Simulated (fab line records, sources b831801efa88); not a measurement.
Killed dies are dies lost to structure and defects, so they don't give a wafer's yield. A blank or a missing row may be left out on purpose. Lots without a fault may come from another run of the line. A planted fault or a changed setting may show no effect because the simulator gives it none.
Chamber matching | flow sky130 | SKY_PASSIVATION_ETCH_11 on rie_diel-02: 4 sister chambers
The step etches the open film in CF4/O2, stops on AlCu, target depth 725 nm, time 161.1 s. 4 wafers are shown with their chamber, then 7 later ones without.

WAFERS WITH THEIR CHAMBER
wafer  | chamber | drypump_motor_current_A (A)
L079.2 | 2       | 5.7
L080.4 | 3       | 5.0
L082.2 | 1       | 5.7
L082.5 | 0       | 6.1

WAFERS WITHOUT THEIR CHAMBER
wafer  | drypump_motor_current_A (A)
L082.6 | 5.7
L085.1 | 5.7
L085.2 | 5.7
L085.3 | 5.0
L085.4 | 6.0
L085.5 | 5.7
L085.6 | 5.7

WHICH CHAMBER EACH WENT THROUGH
wafer  | from the rows above     | in truth
L082.6 | can't be placed: 1 or 2 | 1
L085.1 | can't be placed: 1 or 2 | 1
L085.2 | can't be placed: 1 or 2 | 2
L085.3 | 3                       | 3
L085.4 | 0                       | 0
L085.5 | can't be placed: 1 or 2 | 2
L085.6 | can't be placed: 1 or 2 | 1
Placed correctly: 2 of 7. Can't be placed from these rows: 5 (the true chamber is among the candidates in 5). Placed wrongly: 0.
How it was worked out, from the rows above alone: a wafer's distance from a chamber is the root of the sum, over the readings, of the square of ((its reading less the chamber's mean) divided by the reading's scatter). The wafer belongs to the nearest chamber; if the next one is less than 2 further off, it can't be placed. A chamber's mean is the mean of its shown wafers. The scatter: with one shown wafer a chamber, the root of the mean of the squares of how far each hidden wafer lies from its nearest shown one.
